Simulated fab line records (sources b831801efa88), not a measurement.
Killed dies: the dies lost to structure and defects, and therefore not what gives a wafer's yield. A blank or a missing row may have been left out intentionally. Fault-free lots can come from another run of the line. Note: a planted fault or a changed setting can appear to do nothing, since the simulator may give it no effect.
Which tool was responsible? | flow sky130 | 12 lots, 36 wafers sampled, at 1 step of a route of 708

WHAT EACH GAUGE READ, for each wafer
SKY_SONOS_ONO_CD_MEAS_13: target cd 410 nm.
lot  | measured     | on        | cd-nm (nm)
L398 | day 13 10:00 | cd-sem-02 | 410.0 407.5 409.6
L403 | day 15 04:39 | cd-sem-01 | 409.8 407.8 408.4
L405 | day 15 17:25 | cd-sem-01 | 409.2 407.5 410.4
L406 | day 15 22:31 | cd-sem-02 | 410.0 409.4 408.0
L408 | day 16 12:59 | cd-sem-02 | 412.8 407.8 409.1
L410 | day 17 07:49 | cd-sem-01 | 406.1 407.0 405.8
L413 | day 18 05:14 | cd-sem-01 | 408.3 408.0 410.2
L414 | day 18 16:40 | cd-sem-02 | 411.3 409.9 413.0
L415 | day 19 09:06 | cd-sem-02 | 408.5 408.1 407.0
L416 | day 19 10:18 | cd-sem-01 | 408.2 407.5 408.8
L418 | day 20 07:41 | cd-sem-01 | 410.4 411.3 410.5
L420 | day 20 18:07 | cd-sem-02 | 409.9 410.9 409.3

EACH LOT AND THE TOOL THAT RAN IT (in order: tool; ch and the chambers of the sampled wafers; start)
There is no process step in the record ahead of these readings.

WHAT THE TOOLS THEMSELVES READ (means of the sampled wafers that have a number; where no wafer has one, the mark that the record gives instead)
The record holds no such reading with a usual standard deviation.

THE ANSWER, worked out from the rows above alone
Rule: usual is defined by the lots themselves. Put in order of their means at a reading, lots are off if they are a third of the lots or fewer, leave a main group of 4 or more, and stand apart from it by a gap of 3 or more times the standard deviation of the main group's means; of several such gaps the widest counts. Not used: any main group whose means are identical at the precision the tables above print for the reading. Also off: a lot with no number at a reading for which 4 or more lots have one. All remaining lots with rows at the step are treated as sound. After the gauges, taken in route order, come the tools' own readings; for these a lot's mean is taken, as printed above. The first step at which some lot is off is used, and at that step the reading that is off furthest; a lot without a number counts as furthest.
No lot is off at any reading shown: from this, nothing can be told.

WHAT THE SIMULATOR HAD PUT IN
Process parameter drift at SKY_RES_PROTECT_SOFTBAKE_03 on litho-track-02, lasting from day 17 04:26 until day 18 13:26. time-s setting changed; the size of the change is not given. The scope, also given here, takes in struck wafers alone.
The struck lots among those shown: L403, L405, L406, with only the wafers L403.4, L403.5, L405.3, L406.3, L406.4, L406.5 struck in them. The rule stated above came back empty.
